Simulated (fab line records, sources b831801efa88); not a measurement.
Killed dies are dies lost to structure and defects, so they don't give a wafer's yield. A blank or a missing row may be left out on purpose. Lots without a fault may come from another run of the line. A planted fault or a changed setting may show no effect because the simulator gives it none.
A struck lot beside a sound one | flow sky130 | 35 steps out of a route of 708
Sound: wafers L119.4, L119.5, L119.6. Struck: wafers L133.2, L133.3, L133.4. The cause comes at the end.
At each step with rows: each side's tool, then ch and its chambers, then its first start. Under that, the readings that differ: sound wafers | struck wafers | difference of the means | sigmas: that difference in standard deviations of wafers without a fault.
alike: readings whose means differ by less than 2 such deviations, and words and numbers that are the same on both sides. not compared: withheld readings, readings that some wafer has no value for, bounds like >300 that may hide the same value, and numbers for which the record gives no deviation and whose values overlap.
The two part at a step that has a row with sigmas, a row that says differs or no value, or rows on one side only. Numbers that don't overlap but have no deviation are shown without sigmas and don't part them. A reading that every wafer of one side lacks parts them only if that side has two wafers or more.

first, 4 steps without rows for these wafers: SKY_METAL5_SOFTBAKE_10 (time 60 s); SKY_METAL5_EXPOSE_11 (exposes mask MM5, target cd 1600 nm); SKY_METAL5_PEB_12; SKY_METAL5_DEVELOP_13 (develop time 60 s).
SKY_METAL5_DESCUM_14: chemistry O2, time 11 s.
  sound on rie_metal-02 ch 0,1, day 44 06:07; struck on rie_metal-01 ch 0, day 47 15:55
  alike: drypump_motor_current_A, oes_product_au
  not compared: rf_hours_counter_h
SKY_METAL5_METAL_ETCH_15: etches the open film in Cl2/BCl3, stops on SiO2, target depth 1260 nm, time 252 s.
  sound on rie_metal-02 ch 0,1, day 44 06:13; struck on rie_metal-01 ch 0, day 47 16:03
  alike: drypump_motor_current_A, oes_product_au, throttle_valve_pct
  not compared: rf_hours_counter_h
SKY_METAL5_STRIP_16: strips in O2/N2.
  sound on plasma_asher-03 ch 0,1, day 44 06:25; struck on plasma_asher-03 ch 0,1, day 47 16:27
  alike: drypump_motor_current_A, oes_product_au, strip_time_to_endpoint_s
  not compared: rf_hours_counter_h
then, 3 steps without rows for these wafers: SKY_METAL5_STRIP_17 (strips in post etch residue remover, time 1200 s); SKY_METAL5_CLEAN_18 (cleans in IPA, time 180 s); SKY_METAL5_CLEAN_19 (cleans in O3/DIW).
SKY_PASSIVATION_CVD_00: deposits SiO2, target thk 90 nm.
  sound on pecvd-02 ch 0,2, day 44 07:01; struck on pecvd-01 ch 1,2, day 47 17:02
  alike: heater_power_w, rf_fwd_power_W
SKY_PASSIVATION_THK_MEAS_01:
  sound on film_metro-03, day 44 07:04; struck on film_metro-02, day 47 17:04
  alike: PASSIVATION_CVD_00_THK
SKY_PASSIVATION_CVD_02: deposits Si3N4, target thk 540 nm.
  sound on pecvd-03 ch 0,1,2, day 44 07:13; struck on pecvd-03 ch 0,1, day 47 17:07
  reading                                       | sound             | struck            | difference | sigmas
  rf_fwd_power_W (W)                            | 448.7 447.7 447.2 | 520.7 522.5 522.8 | +74.1      | +53
  model.Si3N4_of_PASSIVATION_CVD_02.thk_nm (nm) | 543.6 548.8 549.2 | 559.7 559.9 568.7 | +15.6      |
  alike: heater_power_w
SKY_PASSIVATION_THK_MEAS_03:
  sound on film_metro-03, day 44 07:25; struck on film_metro-03, day 47 17:21
  reading                     | sound       | struck      | difference | sigmas
  PASSIVATION_CVD_02_THK (nm) | 544 548 549 | 560 560 569 | +16        | +2
then, 7 steps without rows for these wafers: SKY_PASSIVATION_DEHYDRATE_04 (time 60 s); SKY_PASSIVATION_HMDS_05 (prime time 60 s); SKY_PASSIVATION_COAT_06 (resist thk 3000 nm); SKY_PASSIVATION_SOFTBAKE_07; SKY_PASSIVATION_EXPOSE_08 (exposes mask NSM, target cd 3000 nm); SKY_PASSIVATION_PEB_09; SKY_PASSIVATION_DEVELOP_10 (develop time 60 s).
SKY_PASSIVATION_ETCH_11: etches the open film in CF4/O2, stops on AlCu, target depth 725 nm, time 161.1 s.
  sound on rie_diel-03 ch 0,3, day 45 04:59; struck on rie_diel-02 ch 0,1,2, day 48 12:47
  reading                                 | sound             | struck          | difference | sigmas
  model.etch.depth_nm (nm)                | 707.3 711.6 713.5 | 724 722.5 727.2 | +14        |
  model.PASSIVATION.feature_depth_nm (nm) | 707.3 711.6 713.5 | 724 722.5 727.2 | +14        |
  alike: drypump_motor_current_A, oes_product_au, throttle_valve_pct
  not compared: rf_hours_counter_h
then, 8 steps without rows for these wafers: SKY_PASSIVATION_STRIP_12 (strips in O2/N2); SKY_PAD_OPEN_DEHYDRATE_00 (time 60 s); SKY_PAD_OPEN_HMDS_01 (prime time 60 s); SKY_PAD_OPEN_COAT_02 (resist thk 3000 nm); SKY_PAD_OPEN_SOFTBAKE_03; SKY_PAD_OPEN_EXPOSE_04 (exposes mask PDM, target cd 60000 nm); SKY_PAD_OPEN_PEB_05; SKY_PAD_OPEN_DEVELOP_06 (develop time 60 s).
SKY_PAD_OPEN_ETCH_07: etches the open film in CF4/O2, stops on AlCu, target depth 725 nm, time 161.1 s.
  sound on rie_diel-02 ch 1,2,3, day 46 01:44; struck on rie_diel-04 ch 1,2,3, day 49 06:56
  alike: drypump_motor_current_A, oes_product_au, throttle_valve_pct
  not compared: rf_hours_counter_h, model.etch.depth_nm, model.PAD_OPEN.feature_depth_nm
SKY_PAD_OPEN_STRIP_08: strips in O2/N2.
  sound on plasma_asher-01 ch 0,1, day 46 01:52; struck on plasma_asher-02 ch 0,1, day 49 07:02
  reading                      | sound             | struck            | difference | sigmas
  strip_time_to_endpoint_s (s) | 37.24 37.24 37.14 | 36.98 36.95 37.01 | -0.23      | -2
  alike: drypump_motor_current_A, oes_product_au
  not compared: rf_hours_counter_h
SKY_PAD_OPEN_STRIP_09: strips in post etch residue remover, time 1200 s.
  sound on wet_bench-01 ch 3, day 46 01:56; struck on wet_bench-04 ch 2, day 49 07:12
  reading                                       | sound             | struck            | difference | sigmas
  model.Si3N4_of_PASSIVATION_CVD_02.thk_nm (nm) | 543.3 548.4 548.8 | 559.3 559.5 568.3 | +15.5      |
then, 2 steps without rows for these wafers: SKY_PAD_OPEN_CLEAN_10 (cleans in IPA, time 180 s); SKY_PAD_OPEN_PROBE_99.

WHERE THEY PART
First at SKY_PASSIVATION_CVD_02; last, within this record, at SKY_PAD_OPEN_STRIP_08.

WHY: what the simulator had put in
Process parameter drift: pecvd-03, from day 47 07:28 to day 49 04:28, at SKY_PASSIVATION_CVD_02. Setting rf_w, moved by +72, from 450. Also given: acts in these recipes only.
